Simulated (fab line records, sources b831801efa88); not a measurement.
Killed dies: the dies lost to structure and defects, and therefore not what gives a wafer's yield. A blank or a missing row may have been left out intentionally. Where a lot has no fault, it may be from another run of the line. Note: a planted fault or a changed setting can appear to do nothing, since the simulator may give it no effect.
fab line records + flow sky130
record
- lots=5
- wafers=15
- last_day=50
route steps=708 shown VIA4@653 METAL5@661 PASSIVATION@681 PAD_OPEN@708
lots with no fault: from the same line, run without faults
start_h: hours from the record's opening day to when the first of the lot's shown wafers began + wait_h: how many hours have passed since the lot's step before this one + " as in the row above + L1.1+2: several wafers, shown together as one row + - no value, or no start was given + * or withheld: withheld + < > ~ a bound
route shown NAME@n: a module of which the file shows steps, and the number in the route of the first + usual: mean/standard deviation taken from wafers without a fault + same: alike in all rows + chamber/n: place in a boat + sites: the reading at each site + _std_site: the standard deviation of these + _edge_site: outer sites' mean less inner sites' + radius_mm: for every site, how far away it sits from the centre of the wafer + mask NAME#n: copy n + behind: the tool/chamber that last shaped the wafer + hold: cause of the lot's hold/its duration in hours/its outcome + device: names the non-switching transistor (n, p or np) + end of line: the route-end tests of the same wafers + for a step that has no rows: nothing shown but its recipe + killed: dies that structure and defects cost at the first sort, which is not the same as the wafer's yield + map: per-die view of a wafer (x killed, . not killed, _ where there is no die)
set.NAME: the setting the step ran with; set.NAME@STEP: the setting that earlier step ran with + model.NAME: the simulator's own value behind a step, which no gauge read
lots at selected steps of the route; one table per step, one row per wafer
services: when a tool's chamber went out of use (start_h, in hours from the record's first day, below 0 if earlier), for how many hours, and the reason
## steps
# step SKY_VIA4_STRIP_14
# recipe
- chemistry=post_etch_residue_remover
- time_s=1200
- temp_c=72.5
# step SKY_VIA4_CLEAN_15
# recipe
- chemistry=IPA
- time_s=180
- temp_c=25
# step SKY_VIA4_CLEAN_16
# recipe
- chemistry=O3/DIW
- dry=n2_spin
# step SKY_VIA4_SPUTTER_17
# recipe
- material=TiN
- target_thk_nm=20
- chamber_pressure_pa=5
- power_w=4000
- time_s=80
# usual
- throttle_valve_pct=30.0/1.2
| lot.wafer | tool           | chamber | start_h | wait_h | throttle_valve_pct |
|-----------|----------------|---------|---------|--------|--------------------|
| L369.2    | pvd_sputter-04 | -       | 1013.07 | 0.0    | 29.6               |
| L369.4    | "              | -       | "       | "      | 29.7               |
| L369.6    | "              | -       | "       | "      | 28.3               |
| L377.1    | pvd_sputter-01 | -       | 1065.59 | 0.0    | 30.5               |
| L377.4    | "              | -       | "       | "      | 31.4               |
| L377.6    | "              | -       | "       | "      | 31.5               |
| L378.2    | pvd_sputter-02 | -       | 1074.09 | 0.0    | 29.7               |
| L378.4    | "              | -       | "       | "      | 28.4               |
| L378.5    | "              | -       | "       | "      | 29.7               |
| L382.3    | pvd_sputter-01 | -       | 1094.34 | 0.0    | 30.1               |
| L382.4    | "              | -       | "       | "      | 31.3               |
| L382.6    | "              | -       | "       | "      | 31.1               |
| L388.1    | pvd_sputter-01 | -       | 1134.50 | 0.0    | 30.0               |
| L388.3    | "              | -       | "       | "      | 31.8               |
| L388.6    | "              | -       | "       | "      | 30.0               |
# step SKY_VIA4_CVD_18
# recipe
- material=W
- target_thk_nm=505
- time_s=152.14
- temp_c=400
- pressure_torr=40
# step SKY_VIA4_RS_MEAS_19
# recipe
- thk_meas_gauge=four-point-probe
- reads=W_of_VIA4_CVD_18+TiN_of_VIA4_SPUTTER_17
# usual
- VIA4_W_RS=0.2266/0.0026
| lot.wafer | tool          | chamber | start_h | wait_h | VIA4_W_RS[ohm/sq] |
|-----------|---------------|---------|---------|--------|-------------------|
| L369.2    | film_metro-01 | -       | 1013.30 | 0.1    | 0.2213            |
| L369.4    | "             | -       | "       | "      | 0.2224            |
| L369.6    | "             | -       | "       | "      | 0.2230            |
| L377.1    | film_metro-04 | -       | 1065.80 | 0.1    | 0.2277            |
| L377.4    | "             | -       | "       | "      | 0.2268            |
| L377.6    | "             | -       | "       | "      | 0.2276            |
| L378.2    | film_metro-04 | -       | 1074.32 | 0.1    | 0.2259            |
| L378.4    | "             | -       | "       | "      | 0.2241            |
| L378.5    | "             | -       | "       | "      | 0.2280            |
| L382.3    | film_metro-01 | -       | 1094.59 | 0.1    | 0.2269            |
| L382.4    | "             | -       | "       | "      | 0.2298            |
| L382.6    | "             | -       | "       | "      | 0.2289            |
| L388.1    | film_metro-02 | -       | 1134.71 | 0.1    | 0.2256            |
| L388.3    | "             | -       | "       | "      | 0.2274            |
| L388.6    | "             | -       | "       | "      | 0.2248            |
# step SKY_VIA4_THK_MEAS_20
# recipe
- thk_meas_gauge=xrf
- reads=W_of_VIA4_CVD_18
# usual
- VIA4_W_THK=499/6.5
| lot.wafer | tool          | chamber | start_h | wait_h | VIA4_W_THK[nm] |
|-----------|---------------|---------|---------|--------|----------------|
| L369.2    | film_metro-01 | -       | 1013.41 | 0.1    | 515            |
| L369.4    | "             | -       | "       | "      | 511            |
| L369.6    | "             | -       | "       | "      | 508            |
| L377.1    | film_metro-04 | -       | 1065.92 | 0.1    | 497            |
| L377.4    | "             | -       | "       | "      | 499            |
| L377.6    | "             | -       | "       | "      | 498            |
| L378.2    | film_metro-04 | -       | 1074.43 | 0.1    | 504            |
| L378.4    | "             | -       | "       | "      | 505            |
| L378.5    | "             | -       | "       | "      | 495            |
| L382.3    | film_metro-01 | -       | 1094.69 | 0.1    | 502            |
| L382.4    | "             | -       | "       | "      | 494            |
| L382.6    | "             | -       | "       | "      | 494            |
| L388.1    | film_metro-02 | -       | 1134.83 | 0.1    | 498            |
| L388.3    | "             | -       | "       | "      | 492            |
| L388.6    | "             | -       | "       | "      | 500            |
# step SKY_VIA4_CMP_21
# recipe
- stop_on=SiO2
- t_overpolish_s=25
- down_force_psi=3.5
- platen_rpm=60
- target_thk_nm=0
- pad_velocity_m_s=0.94248
# usual
- motor_current_A=11.0/0.87
- overpolish_run_s=25.000/0.0084
- slurry_flow_ml_min=150.0/0.47
- time_to_endpoint_s=125/4.9
| lot.wafer | tool   | chamber | start_h | wait_h | motor_current_A | overpolish_run_s | slurry_flow_ml_min | time_to_endpoint_s |
|-----------|--------|---------|---------|--------|-----------------|------------------|--------------------|--------------------|
| L369.2    | cmp-02 | 2       | 1013.46 | 0.0    | 10.9            | 24.987           | 150.8              | 125                |
| L369.4    | "      | 1       | "       | "      | 10.6            | 24.980           | 150.3              | 119                |
| L369.6    | "      | 3       | "       | "      | 11.3            | 24.998           | 150.1              | 131                |
| L377.4    | cmp-01 | 0       | 1066.03 | 0.1    | 10.7            | 24.995           | 149.2              | 120                |
| L377.1    | "      | 2       | "       | "      | 11.0            | 25.005           | 149.8              | 123                |
| L377.6    | "      | 3       | "       | "      | 11.3            | 25.013           | 149.7              | 117                |
| L378.2    | cmp-01 | 3       | 1074.48 | 0.0    | 9.8             | 24.987           | 149.5              | 126                |
| L378.4    | "      | 0       | "       | "      | 10.7            | 24.983           | 150.1              | 122                |
| L378.5    | "      | 3       | "       | "      | 9.6             | 24.994           | 149.9              | 120                |
| L382.3    | cmp-01 | 2       | 1094.79 | 0.1    | 11.9            | 24.995           | 150.2              | 123                |
| L382.4    | "      | 0       | "       | "      | 10.8            | 25.005           | 150.1              | 119                |
| L382.6    | "      | 2       | "       | "      | 11.9            | 25.000           | 149.1              | 121                |
| L388.3    | cmp-01 | 0       | 1134.94 | 0.1    | 10.7            | 25.001           | 149.2              | 117                |
| L388.1    | "      | 1       | "       | "      | 12.5            | 24.994           | 149.1              | 125                |
| L388.6    | "      | 3       | "       | "      | 10.4            | 24.998           | 149.7              | 120                |
# step SKY_METAL5_SPUTTER_00
# recipe
- material=Ti
- target_thk_nm=15
- power_w=3000
- time_s=10
- chamber_pressure_pa=0.4
# step SKY_METAL5_SPUTTER_01
# recipe
- material=TiN
- target_thk_nm=20
- power_w=6500
- time_s=16.7
- chamber_pressure_pa=0.4
# usual
- throttle_valve_pct=30.5/0.84
| lot.wafer | tool           | chamber | start_h | wait_h | throttle_valve_pct |
|-----------|----------------|---------|---------|--------|--------------------|
| L369.2    | pvd_sputter-01 | -       | 1013.78 | 0.0    | 31.0               |
| L369.4    | "              | -       | "       | "      | 31.3               |
| L369.6    | "              | -       | "       | "      | 30.9               |
| L377.1    | pvd_sputter-04 | -       | 1066.31 | 0.0    | 28.7               |
| L377.4    | "              | -       | "       | "      | 29.8               |
| L377.6    | "              | -       | "       | "      | 30.0               |
| L378.2    | pvd_sputter-01 | -       | 1074.80 | 0.0    | 31.8               |
| L378.4    | "              | -       | "       | "      | 31.0               |
| L378.5    | "              | -       | "       | "      | 31.5               |
| L382.3    | pvd_sputter-04 | -       | 1095.06 | 0.0    | 28.6               |
| L382.4    | "              | -       | "       | "      | 30.0               |
| L382.6    | "              | -       | "       | "      | 30.9               |
| L388.1    | pvd_sputter-04 | -       | 1135.21 | 0.0    | 28.8               |
| L388.3    | "              | -       | "       | "      | 30.3               |
| L388.6    | "              | -       | "       | "      | 29.6               |
# step SKY_METAL5_SPUTTER_02
# recipe
- material=AlCu
- target_thk_nm=1150
- power_w=10600
- time_s=61.2
- chamber_pressure_pa=0.4
# usual
- throttle_valve_pct=30.5/0.83
| lot.wafer | tool           | chamber | start_h | wait_h | throttle_valve_pct |
|-----------|----------------|---------|---------|--------|--------------------|
| L369.2    | pvd_sputter-01 | -       | 1013.81 | 0.0    | 30.8               |
| L369.4    | "              | -       | "       | "      | 31.0               |
| L369.6    | "              | -       | "       | "      | 31.2               |
| L377.1    | pvd_sputter-04 | -       | 1066.33 | 0.0    | 28.7               |
| L377.4    | "              | -       | "       | "      | 29.7               |
| L377.6    | "              | -       | "       | "      | 30.0               |
| L378.2    | pvd_sputter-01 | -       | 1074.83 | 0.0    | 31.5               |
| L378.4    | "              | -       | "       | "      | 31.3               |
| L378.5    | "              | -       | "       | "      | 31.4               |
| L382.3    | pvd_sputter-04 | -       | 1095.09 | 0.0    | 28.5               |
| L382.4    | "              | -       | "       | "      | 30.1               |
| L382.6    | "              | -       | "       | "      | 30.8               |
| L388.1    | pvd_sputter-04 | -       | 1135.24 | 0.0    | 28.3               |
| L388.3    | "              | -       | "       | "      | 30.3               |
| L388.6    | "              | -       | "       | "      | 29.9               |
# step SKY_METAL5_SPUTTER_03
# recipe
- material=Ti
- target_thk_nm=5
- power_w=3000
- time_s=3.3
- chamber_pressure_pa=0.4
# step SKY_METAL5_SPUTTER_04
# recipe
- material=TiN
- target_thk_nm=70
- power_w=6500
- time_s=58.3
- chamber_pressure_pa=0.4
# usual
- throttle_valve_pct=30.5/0.84
| lot.wafer | tool           | chamber | start_h | wait_h | throttle_valve_pct | model.TiN_of_METAL5_SPUTTER_04.thk_nm |
|-----------|----------------|---------|---------|--------|--------------------|---------------------------------------|
| L369.2    | pvd_sputter-01 | -       | 1013.88 | 0.0    | 30.8               | 69.15                                 |
| L369.4    | "              | -       | "       | "      | 31.1               | 70.17                                 |
| L369.6    | "              | -       | "       | "      | 31.2               | 70.19                                 |
| L377.1    | pvd_sputter-04 | -       | 1066.40 | 0.0    | 28.5               | 70.29                                 |
| L377.4    | "              | -       | "       | "      | 29.9               | 67.69                                 |
| L377.6    | "              | -       | "       | "      | 30.1               | 68.17                                 |
| L378.2    | pvd_sputter-01 | -       | 1074.90 | 0.0    | 32.0               | 96.41                                 |
| L378.4    | "              | -       | "       | "      | 30.9               | 70.57                                 |
| L378.5    | "              | -       | "       | "      | 31.6               | 96.6                                  |
| L382.3    | pvd_sputter-04 | -       | 1095.16 | 0.0    | 28.7               | 69.06                                 |
| L382.4    | "              | -       | "       | "      | 29.6               | 67.23                                 |
| L382.6    | "              | -       | "       | "      | 30.8               | 69.15                                 |
| L388.1    | pvd_sputter-04 | -       | 1135.31 | 0.0    | 28.5               | 71.17                                 |
| L388.3    | "              | -       | "       | "      | 30.6               | 70.57                                 |
| L388.6    | "              | -       | "       | "      | 29.9               | 67.84                                 |
# step SKY_METAL5_RS_MEAS_05
# recipe
- thk_meas_gauge=four-point-probe
- reads=TiN_of_METAL5_SPUTTER_04+Ti_of_METAL5_SPUTTER_03+AlCu_of_METAL5_SPUTTER_02+TiN_of_METAL5_SPUTTER_01+Ti_of_METAL5_SPUTTER_00
# usual
- METAL5_ALCU_RS=0.0271/0.00037
| lot.wafer | tool          | chamber | start_h | wait_h | METAL5_ALCU_RS[ohm/sq] |
|-----------|---------------|---------|---------|--------|------------------------|
| L369.2    | film_metro-04 | -       | 1013.95 | 0.0    | 0.0271                 |
| L369.4    | "             | -       | "       | "      | 0.0275                 |
| L369.6    | "             | -       | "       | "      | 0.0276                 |
| L377.1    | film_metro-04 | -       | 1066.45 | 0.0    | 0.0261                 |
| L377.4    | "             | -       | "       | "      | 0.0266                 |
| L377.6    | "             | -       | "       | "      | 0.0268                 |
| L378.2    | film_metro-03 | -       | 1074.97 | 0.0    | 0.0268                 |
| L378.4    | "             | -       | "       | "      | 0.0275                 |
| L378.5    | "             | -       | "       | "      | 0.0269                 |
| L382.3    | film_metro-03 | -       | 1095.25 | 0.1    | 0.0267                 |
| L382.4    | "             | -       | "       | "      | 0.0270                 |
| L382.6    | "             | -       | "       | "      | 0.0268                 |
| L388.1    | film_metro-04 | -       | 1135.36 | 0.0    | 0.0267                 |
| L388.3    | "             | -       | "       | "      | 0.0273                 |
| L388.6    | "             | -       | "       | "      | 0.0266                 |
# step SKY_METAL5_THK_MEAS_06
# recipe
- thk_meas_gauge=xrf
- reads=AlCu_of_METAL5_SPUTTER_02
# usual
- METAL5_ALCU_THK=1149/19
| lot.wafer | tool          | chamber | start_h | wait_h | METAL5_ALCU_THK[nm] |
|-----------|---------------|---------|---------|--------|---------------------|
| L369.2    | film_metro-04 | -       | 1014.06 | 0.1    | 1158                |
| L369.4    | "             | -       | "       | "      | 1124                |
| L369.6    | "             | -       | "       | "      | 1131                |
| L377.1    | film_metro-04 | -       | 1066.57 | 0.1    | 1206                |
| L377.4    | "             | -       | "       | "      | 1194                |
| L377.6    | "             | -       | "       | "      | 1181                |
| L378.2    | film_metro-03 | -       | 1075.08 | 0.1    | 1091                |
| L378.4    | "             | -       | "       | "      | 1122                |
| L378.5    | "             | -       | "       | "      | 1089                |
| L382.3    | film_metro-03 | -       | 1095.35 | 0.1    | 1161                |
| L382.4    | "             | -       | "       | "      | 1161                |
| L382.6    | "             | -       | "       | "      | 1165                |
| L388.1    | film_metro-04 | -       | 1135.48 | 0.1    | 1172                |
| L388.3    | "             | -       | "       | "      | 1144                |
| L388.6    | "             | -       | "       | "      | 1182                |
# step SKY_METAL5_DEHYDRATE_07
# recipe
- temp_c=200
- time_s=60
# step SKY_METAL5_HMDS_08
# recipe
- prime_time_s=60
- prime_temp_c=120
# step SKY_METAL5_COAT_09
# recipe
- resist=NOVOLAK
- spin_rpm=3000
- resist_thk_nm=1800
# step SKY_METAL5_SOFTBAKE_10
# recipe
- temp_c=90
- time_s=60
- resist=NOVOLAK
# step SKY_METAL5_EXPOSE_11
# recipe
- mask_id=MM5
- na=0.6
- source_shape=conventional
- sigma_outer=0.6
- polarization=unpolarized
- target_cd_nm=1600
- dose_mj=190
# step SKY_METAL5_PEB_12
# recipe
- temp_c=withheld
- time_s=*
- resist=NOVOLAK
# step SKY_METAL5_DEVELOP_13
# recipe
- resist=NOVOLAK
- developer=TMAH
- develop_time_s=60
- dev_temp_c=23
# step SKY_METAL5_DESCUM_14
# recipe
- chemistry=O2
- source_power_w=150
- bias_power_w=0
- pressure_mtorr=10
- temp_c=40
- time_s=11
# step SKY_METAL5_METAL_ETCH_15
# recipe
- target_depth_a=12600
- stop_on=SiO2
- over_etch_frac=0.2
- time_s=252
- chemistry=Cl2/BCl3
- resist_sidewall_deg=86
- pressure_mtorr=10
- icp_w=900
- bias_w=48.5
- Cl2_flow_sccm=60
- bcl3_flow_sccm=30
# step SKY_METAL5_STRIP_16
# recipe
- chemistry=O2/N2
- power_w=1400
- pressure_mtorr=1500
- platen_temp_c=withheld
- o2_flow_sccm=3000
- n2_flow_sccm=300
- overash_fraction=0.5
# step SKY_METAL5_STRIP_17
# recipe
- chemistry=post_etch_residue_remover
- time_s=1200
- temp_c=72.5
| lot.wafer | tool         | chamber | start_h | wait_h | model.TiN_of_METAL5_SPUTTER_04.thk_nm |
|-----------|--------------|---------|---------|--------|---------------------------------------|
| L369.2    | wet_bench-03 | 1       | 1037.22 | 0.1    | 68.73                                 |
| L369.4    | "            | 1       | "       | "      | 69.75                                 |
| L369.6    | "            | 1       | "       | "      | 69.76                                 |
| L377.1    | wet_bench-02 | 1       | 1087.61 | 0.1    | 69.87                                 |
| L377.4    | "            | 1       | "       | "      | 67.27                                 |
| L377.6    | "            | 1       | "       | "      | 67.74                                 |
| L378.2    | wet_bench-02 | 2       | 1095.32 | 0.1    | 95.99                                 |
| L378.4    | "            | 2       | "       | "      | 70.16                                 |
| L378.5    | "            | 2       | "       | "      | 96.19                                 |
| L382.3    | wet_bench-03 | 2       | 1115.57 | 0.0    | 68.65                                 |
| L382.4    | "            | 2       | "       | "      | 66.81                                 |
| L382.6    | "            | 2       | "       | "      | 68.73                                 |
| L388.1    | wet_bench-03 | 2       | 1153.66 | 0.1    | 70.75                                 |
| L388.3    | "            | 2       | "       | "      | 70.14                                 |
| L388.6    | "            | 2       | "       | "      | 67.41                                 |
# step SKY_METAL5_CLEAN_18
# recipe
- chemistry=IPA
- time_s=180
- temp_c=25
# step SKY_METAL5_CLEAN_19
# recipe
- chemistry=O3/DIW
- dry=n2_spin
# step SKY_PASSIVATION_CVD_00
# recipe
- material=SiO2
- target_thk_nm=90
- temp_c=400
- time_s=withheld
- rf_w=600
# usual
- heater_power_w=651/87
| lot.wafer | tool     | chamber | start_h | wait_h | heater_power_w |
|-----------|----------|---------|---------|--------|----------------|
| L369.2    | pecvd-02 | 1       | 1037.79 | 0.0    | 731            |
| L369.4    | "        | 1       | "       | "      | 761            |
| L369.6    | "        | 2       | "       | "      | 598            |
| L377.1    | pecvd-02 | 1       | 1088.10 | 0.0    | 705            |
| L377.4    | "        | 2       | "       | "      | 604            |
| L377.6    | "        | 0       | "       | "      | 667            |
| L378.2    | pecvd-02 | 0       | 1095.85 | 0.0    | 749            |
| L378.4    | "        | 0       | "       | "      | 738            |
| L378.5    | "        | 2       | "       | "      | 495            |
| L382.3    | pecvd-01 | 1       | 1116.22 | 0.0    | 786            |
| L382.4    | "        | 1       | "       | "      | 629            |
| L382.6    | "        | 0       | "       | "      | 575            |
| L388.1    | pecvd-01 | 1       | 1154.15 | 0.0    | 808            |
| L388.3    | "        | 0       | "       | "      | 566            |
| L388.6    | "        | 0       | "       | "      | 561            |
# step SKY_PASSIVATION_THK_MEAS_01
# recipe
- reads=SiO2_of_PASSIVATION_CVD_00
# usual
- PASSIVATION_CVD_00_THK=90.0/1.3
| lot.wafer | tool          | chamber | start_h | wait_h | PASSIVATION_CVD_00_THK[nm] |
|-----------|---------------|---------|---------|--------|----------------------------|
| L369.2    | film_metro-01 | -       | 1037.82 | -      | 90.3                       |
| L369.4    | "             | -       | "       | "      | 91.0                       |
| L369.6    | "             | -       | "       | "      | 91.6                       |
| L377.1    | film_metro-02 | -       | 1088.12 | -      | 90.2                       |
| L377.4    | "             | -       | "       | "      | 92.6                       |
| L377.6    | "             | -       | "       | "      | 90.5                       |
| L378.2    | film_metro-01 | -       | 1095.88 | -      | 88.6                       |
| L378.4    | "             | -       | "       | "      | 90.9                       |
| L378.5    | "             | -       | "       | "      | 92.6                       |
| L382.3    | film_metro-02 | -       | 1116.26 | -      | 90.0                       |
| L382.4    | "             | -       | "       | "      | 92.2                       |
| L382.6    | "             | -       | "       | "      | 90.5                       |
| L388.1    | film_metro-02 | -       | 1154.17 | -      | 89.2                       |
| L388.3    | "             | -       | "       | "      | 88.8                       |
| L388.6    | "             | -       | "       | "      | 89.7                       |
# step SKY_PASSIVATION_CVD_02
# recipe
- material=Si3N4
- target_thk_nm=540
- temp_c=400
- time_s=withheld
- rf_w=450
# step SKY_PASSIVATION_THK_MEAS_03
# recipe
- reads=Si3N4_of_PASSIVATION_CVD_02
# usual
- PASSIVATION_CVD_02_THK=544/7
| lot.wafer | tool          | chamber | start_h | wait_h | PASSIVATION_CVD_02_THK[nm] |
|-----------|---------------|---------|---------|--------|----------------------------|
| L369.2    | film_metro-02 | -       | 1038.11 | -      | 532                        |
| L369.4    | "             | -       | "       | "      | 542                        |
| L369.6    | "             | -       | "       | "      | 537                        |
| L377.1    | film_metro-02 | -       | 1088.41 | -      | 548                        |
| L377.4    | "             | -       | "       | "      | 547                        |
| L377.6    | "             | -       | "       | "      | 549                        |
| L378.2    | film_metro-01 | -       | 1096.16 | -      | 539                        |
| L378.4    | "             | -       | "       | "      | 547                        |
| L378.5    | "             | -       | "       | "      | 553                        |
| L382.3    | film_metro-01 | -       | 1116.55 | -      | 540                        |
| L382.4    | "             | -       | "       | "      | 546                        |
| L382.6    | "             | -       | "       | "      | 551                        |
| L388.1    | film_metro-03 | -       | 1154.46 | -      | 540                        |
| L388.3    | "             | -       | "       | "      | 534                        |
| L388.6    | "             | -       | "       | "      | 549                        |
# step SKY_PASSIVATION_DEHYDRATE_04
# recipe
- temp_c=200
- time_s=60
# step SKY_PASSIVATION_HMDS_05
# recipe
- prime_time_s=60
- prime_temp_c=120
# step SKY_PASSIVATION_COAT_06
# recipe
- spin_rpm=2000
- resist_thk_nm=3000
# step SKY_PASSIVATION_SOFTBAKE_07
# recipe
- temp_c=110
- time_s=withheld
# step SKY_PASSIVATION_EXPOSE_08
# recipe
- mask_id=NSM
- target_cd_nm=3000
- na=0.57
- dose_mj=260
# step SKY_PASSIVATION_PEB_09
# recipe
- temp_c=115
- time_s=withheld
# step SKY_PASSIVATION_DEVELOP_10
# recipe
- develop_time_s=60
- dev_temp_c=23
# step SKY_PASSIVATION_ETCH_11
# recipe
- chemistry=CF4/O2
- target_depth_nm=725
- stop_on=AlCu
- source_w=800
- bias_w=150
- pressure_mtorr=150
- cf4_flow_sccm=80
- O2_flow_sccm=10
- time_s=161.1
# usual
- drypump_motor_current_A=5.8/0.43
- oes_product_au=0.980/0.0078
- throttle_valve_pct=5.967/0.0085
| lot.wafer | tool        | chamber | start_h | wait_h | drypump_motor_current_A | oes_product_au | rf_hours_counter_h | throttle_valve_pct | model.PASSIVATION.feature_depth_nm |
|-----------|-------------|---------|---------|--------|-------------------------|----------------|--------------------|--------------------|------------------------------------|
| L369.2    | rie_diel-01 | 2       | 1059.29 | -      | 5.9                     | 0.975          | 29                 | 5.969              | 693.2                              |
| L369.4    | "           | 1       | "       | "      | 5.9                     | 0.977          | 22                 | 5.967              | 708.6                              |
| L369.6    | "           | 0       | "       | "      | 5.6                     | 0.978          | -                  | 5.957              | 703.2                              |
| L377.1    | rie_diel-01 | 1       | 1108.39 | -      | 6.0                     | 0.984          | 24                 | 5.963              | 713.6                              |
| L377.4    | "           | 0       | "       | "      | 5.6                     | 0.977          | 22                 | 5.976              | 708                                |
| L377.6    | "           | 1       | "       | "      | 5.9                     | 0.984          | -                  | 5.964              | 712.8                              |
| L378.2    | rie_diel-03 | 1       | 1115.85 | -      | 5.1                     | 0.990          | 19                 | 5.966              | 724.2                              |
| L378.4    | "           | 2       | "       | "      | 5.4                     | 0.977          | -                  | 5.958              | 713.8                              |
| L378.5    | "           | 1       | "       | "      | 5.1                     | 1.005          | -                  | 5.971              | 742.3                              |
| L382.3    | rie_diel-01 | 3       | 1135.90 | -      | 5.9                     | 0.978          | 11                 | 5.953              | 704                                |
| L382.4    | "           | 1       | "       | "      | 5.9                     | 0.982          | 25                 | 5.962              | 710.4                              |
| L382.6    | "           | 2       | "       | "      | 5.9                     | 0.981          | -                  | 5.971              | 707.4                              |
| L388.1    | rie_diel-03 | 1       | 1171.54 | -      | 5.1                     | 0.981          | 21                 | 5.970              | 705.1                              |
| L388.3    | "           | 3       | "       | "      | 6.3                     | 0.966          | 13                 | 5.968              | 698.5                              |
| L388.6    | "           | 0       | "       | "      | 6.4                     | 0.981          | -                  | 5.957              | 710.9                              |
# step SKY_PASSIVATION_STRIP_12
# recipe
- chemistry=O2/N2
- power_w=1400
- pressure_mtorr=1500
- platen_temp_c=withheld
- overash_fraction=0.7
- o2_flow_sccm=3000
- n2_flow_sccm=300
# step SKY_PAD_OPEN_PROBE_99
# usual
- defect_limited_yield=82.6/1.8
- killed_at_M0_to_M3=43/6.5
- killed_at_M4_up=3.1/1.8
- killed_at_contacts=24/5.6
- killed_at_front_end=15/4.2
- killed_at_other=0.3/0.5
- killed_dies=86/8.9
- killed_open=47/6.9
- killed_short=39/5.9
- sort_bin_3_pad_short=0.9/0.39
- sort_bin_5_function=10.4/1.6
- sort_bin_6_memory=6.2/1
- sort_n_pass=406/8.9
- sort_yield_pct=82.6/1.8
# same
- gross_dies=492
- killed_at_back_side=0
- sort_bin_4_leakage[%]=0
- sort_bin_8_speed[%]=0
| lot.wafer | tool      | chamber | start_h | wait_h | defect_limited_yield[%] | killed_at_M0_to_M3 | killed_at_M4_up | killed_at_contacts | killed_at_front_end | killed_at_other | killed_dies | killed_open | killed_short | sort_bin_3_pad_short[%] | sort_bin_5_function[%] | sort_bin_6_memory[%] | sort_n_pass | sort_yield_pct[%] |
|-----------|-----------|---------|---------|--------|-------------------------|--------------------|-----------------|--------------------|---------------------|-----------------|-------------|-------------|--------------|-------------------------|------------------------|----------------------|-------------|-------------------|
| L377.1    | prober-02 | -       | 1129.39 | 0.1    | 84.6                    | 39                 | 1               | 19                 | 17                  | 0               | 76          | 42          | 34           | 0.4                     | 8.7                    | 6.3                  | 416         | 84.6              |
| L377.4    | prober-02 | -       | 1129.54 | 0.2    | 82.5                    | 42                 | 4               | 21                 | 19                  | 0               | 86          | 41          | 45           | 1.8                     | 8.1                    | 7.5                  | 406         | 82.5              |
| L377.6    | prober-02 | -       | 1129.64 | 0.2    | 82.5                    | 39                 | 7               | 23                 | 16                  | 1               | 86          | 45          | 41           | 0.8                     | 10.2                   | 6.5                  | 406         | 82.5              |
# killed by level:class
L377.1 VIA1:geometric_particle:open=12 FIELD_ISO:geometric_particle:short=7 METAL2:geometric_particle:short=7 LI_CONTACT:geometric_particle:open=6 CONTACT:geometric_particle:open=6 VIA3:geometric_particle:open=6 POLY_GATE:geometric_particle:open=4 VIA3:geometric_particle:short=3
L377.4 METAL1:geometric_particle:short=9 CONTACT:geometric_particle:open=7 VIA1:geometric_particle:open=7 FIELD_ISO:geometric_particle:open=6 METAL2:geometric_particle:short=6 LI_CONTACT:geometric_particle:short=5 FIELD_ISO:geometric_particle:short=4 LOCAL_INTERCONNECT:geometric_particle:short=4
L377.6 CONTACT:geometric_particle:open=11 VIA3:geometric_particle:open=8 FIELD_ISO:geometric_particle:short=7 VIA1:geometric_particle:open=7 METAL2:geometric_particle:short=5 METAL4:geometric_particle:short=5 FIELD_ISO:geometric_particle:open=4 LI_CONTACT:geometric_particle:short=4
## services
| tool           | chamber | start_h | hours | kind   |
|----------------|---------|---------|-------|--------|
| pvd_sputter-01 | -       | 991.89  | 2.2   | repair |
| cmp-01         | -       | 996.53  | 0.6   | repair |
| pecvd-01       | -       | 1002.37 | 2.8   | pm     |
| cmp-01         | -       | 1008.26 | 9.0   | pm     |
| rie_diel-01    | -       | 1019.02 | 2.1   | repair |
| rie_diel-01    | 1       | 1027.49 | 4.0   | repair |
| pecvd-02       | -       | 1032.82 | 2.4   | repair |
| cmp-01         | -       | 1039.18 | 6.3   | pm     |
| rie_diel-03    | -       | 1040.63 | 0.5   | repair |
| rie_diel-01    | 3       | 1059.60 | 6.3   | repair |
| rie_diel-03    | -       | 1070.77 | 1.0   | repair |
| rie_diel-03    | 0       | 1073.21 | 6.5   | repair |
| pecvd-01       | -       | 1075.03 | 2.4   | repair |
| cmp-02         | -       | 1084.18 | 4.0   | pm     |
| cmp-01         | -       | 1089.54 | 4.9   | pm     |
| cmp-02         | -       | 1091.07 | 1.6   | repair |
| rie_diel-01    | 2       | 1094.63 | 1.7   | repair |
| pecvd-02       | -       | 1102.45 | 2.8   | pm     |
| cmp-02         | -       | 1127.34 | 2.4   | repair |
| rie_diel-03    | 1       | 1136.67 | 4.0   | repair |
| pecvd-02       | 1       | 1147.33 | 6.1   | repair |
| cmp-01         | -       | 1147.75 | 0.4   | repair |
| pecvd-02       | 1       | 1165.30 | 4.4   | repair |
| pecvd-02       | -       | 1170.27 | 4.4   | repair |
## key
first_sign
- step=SKY_METAL5_THK_MEAS_06
- reading=METAL5_ALCU_THK
- direction=down
- sigmas=3.2
- usual=1149
- struck=1090
effect none on later readings
model_effect
- step=SKY_METAL5_SPUTTER_04
- value=TiN_of_METAL5_SPUTTER_04.thk_nm
- without=70.63
- struck=96.51
model_effect
- step=SKY_METAL5_STRIP_17
- value=TiN_of_METAL5_SPUTTER_04.thk_nm
- without=70.21
- struck=96.09
model_effect
- step=SKY_PASSIVATION_ETCH_11
- value=PASSIVATION.feature_depth_nm
- without=712.6
- struck=733.2
met_at SKY_METAL5_SPUTTER_04
struck_wafers L378.2,L378.5
fault
- kind=process_parameter_drift
- tool=pvd_sputter-01
- chamber=-
- onset_h=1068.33
- steps=SKY_METAL5_SPUTTER_04
- channel=target_thk_nm
- offset=25.877
- shape=step
- end_h=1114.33
- acts_in=these_recipes_only
- stated=70
- scope=struck_wafers_only
